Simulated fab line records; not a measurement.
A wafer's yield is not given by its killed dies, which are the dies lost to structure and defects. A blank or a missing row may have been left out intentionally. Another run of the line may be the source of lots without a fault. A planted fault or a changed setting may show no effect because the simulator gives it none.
Struck lot and sound lot, side by side	flow sky130	33 out of 708 route steps
Sound: the wafers L587.1, L587.3, L587.5. Wafers L590.1, L590.2, L590.4 were the ones struck. Last of all comes the cause.
Each step with rows lists, per side, the tool, then ch with its chambers, then its first start. Under that, the readings that differ: sound wafers	struck wafers	difference of the means	sigmas: that difference in standard deviations of wafers without a fault.
alike: same words and numbers on both sides, and readings whose means sit less than 2 such deviations apart. not compared: any withheld reading, any reading some wafer has no value for, any bound like >300 that may hide the same value, and any number with overlapping values for which the record gives no deviation.
Wherever a step has rows on one side only, a row that says differs or no value, or a row with sigmas, the two part there. Non-overlapping numbers with no deviation appear without sigmas and do not part them. A reading missing from all wafers of one side parts the sides only when that side holds two or more wafers.

first, 7 steps without rows for these wafers: SKY_SONOS_TUNNEL_DEVELOP_06 (develop time 60 s); SKY_SONOS_TUNNEL_IMPLANT_09; SKY_SONOS_TUNNEL_WET_ETCH_10 (etches SiO2 in dHF, target depth 14 nm, time 280 s); SKY_SONOS_TUNNEL_STRIP_11 (strips in SPM, time 600 s); SKY_SONOS_TUNNEL_CLEAN_13 (cleans in dHF, time 20 s); SKY_SONOS_ONO_OXIDATION_00 (stabilise 600 s, purge 300 s, target thk 2.6 nm); SKY_SONOS_ONO_CVD_02 (deposits Si3N4 from DCS/NH3, target thk 10.5 nm, time 180 s).
SKY_SONOS_ONO_CVD_04: deposits SiO2 from SiH4/N2O, target thk 5.7199 nm.
  sound on lpcvd-03 ch 0, day 15 20:11; struck on lpcvd-03 ch 1, day 17 00:09
reading	sound	struck	difference	sigmas
pressureMtorr (mTorr)	400.7 399.5 399.8	320.1 319.8 319.5	-80.2	-99 or more
model.SiO2_of_SONOS_ONO_CVD_04.thkNm (nm)	5.574 5.416 5.51	5.07 5.118 5.167	-0.38	
SKY_SONOS_ONO_THK_MEAS_05:
  struck on filmMetro-01, day 17 01:44; sound on filmMetro-02, day 15 21:26
reading	sound	struck	difference	sigmas
SONOS_ONO_CVD_04_THK (nm)	5.53 5.42 5.53	5.09 5.12 5.20	-0.36	-3
  not compared: hold
then, 22 steps without rows for these wafers: SKY_SONOS_ONO_HMDS_07 (prime time 60 s); SKY_SONOS_ONO_COAT_08 (resist thk 1140 nm); SKY_SONOS_ONO_SOFTBAKE_09 (time 60 s); SKY_SONOS_ONO_EXPOSE_10 (exposes mask ONOM, target cd 410 nm); SKY_SONOS_ONO_PEB_11; SKY_SONOS_ONO_DEVELOP_12 (develop time 60 s); SKY_SONOS_ONO_ETCH_15 (etches the open film in CHF3/O2, target depth 19.52 nm, time 7.8 s); SKY_SONOS_ONO_WET_ETCH_16 (etches SiO2 in dHF, target depth 14 nm, time 280 s); SKY_SONOS_ONO_STRIP_17 (strips in O2/N2); SKY_SONOS_ONO_WET_ETCH_18 (etches Si3N4 in H3PO4, target depth 15 nm, time 172 s); SKY_GATE_OXIDE_CLEAN_00 (cleans in SC1/SC2, time 150 s); SKY_GATE_OXIDE_OXIDATION_01 (stabilise 600 s, purge 300 s, target thk 10.268 nm); SKY_GATE_OXIDE_DEHYDRATE_03 (time 60 s); SKY_GATE_OXIDE_HMDS_04 (prime time 60 s); SKY_GATE_OXIDE_COAT_05 (resist thk 1140 nm); SKY_GATE_OXIDE_SOFTBAKE_06 (time 60 s); SKY_GATE_OXIDE_EXPOSE_07 (exposes mask LVOM, target cd 600 nm); SKY_GATE_OXIDE_PEB_08; SKY_GATE_OXIDE_DEVELOP_09 (develop time 60 s); SKY_GATE_OXIDE_IMPLANT_11; SKY_GATE_OXIDE_WET_ETCH_12 (etches SiO2 in dHF, target depth 16.8 nm, time 336 s); SKY_GATE_OXIDE_STRIP_13 (strips in O2/N2).
-- the record jumps here: 3 days lie between the struck wafers' starts before and after --
SKY_GATE_OXIDE_CLEAN_15: cleans in SC1/SC2, time 150 s.
  sound on wetBench-03 ch 2, day 18 10:30; struck on wetBench-01 ch 2, day 19 14:44
reading	sound	struck	difference	sigmas
model.SiO2_of_SONOS_ONO_CVD_04.thkNm (nm)	4.049 3.891 3.987	3.548 3.595 3.641	-0.381	
-- a jump in the record: the struck wafers' starts before and after are 30 days apart (it breaks off in module GATE_OXIDE and resumes in module PAD_OPEN, where the first step shown is number 708 of the route) --
SKY_PAD_OPEN_PROBE_99:
  struck on prober-02, day 49 16:36; sound on prober-01, day 49 02:10
reading	sound	struck	difference	sigmas
model.etest.sonosProgrammed.vtV (V)	1.561 1.62 1.552	1.704 1.647 1.632	+0.083	
model.etest.sonosBaked.vtLessV (V)	-0.5366 -0.5042 -0.5016	-0.5665 -0.5437 -0.5848	-0.0509	
  alike: killed_at_M0_to_M3, killed_at_M4_up, killedAtContacts, killedAtFrontEnd, killedAtOther, killedDies, killedOnRim, killedOpen, killedShort
  not compared: model.etest.capOno.gateLog10ACm2, model.etest.capOno.gateBvV, model.etest.capOno.toxAccNm, model.etest.sonosBaked.vtV, model.etest.sonosErased.vtV

WHERE THEY PART
At SKY_SONOS_ONO_CVD_04 first; at SKY_SONOS_ONO_THK_MEAS_05 last (within this record only). Later steps at which nothing parts them and some readings are alike: SKY_PAD_OPEN_PROBE_99.

WHY: what had been put in by the simulator
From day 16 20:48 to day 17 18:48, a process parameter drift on lpcvd-03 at SKY_SONOS_ONO_CVD_04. The setting pressureMtorr was moved by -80, starting from 400.
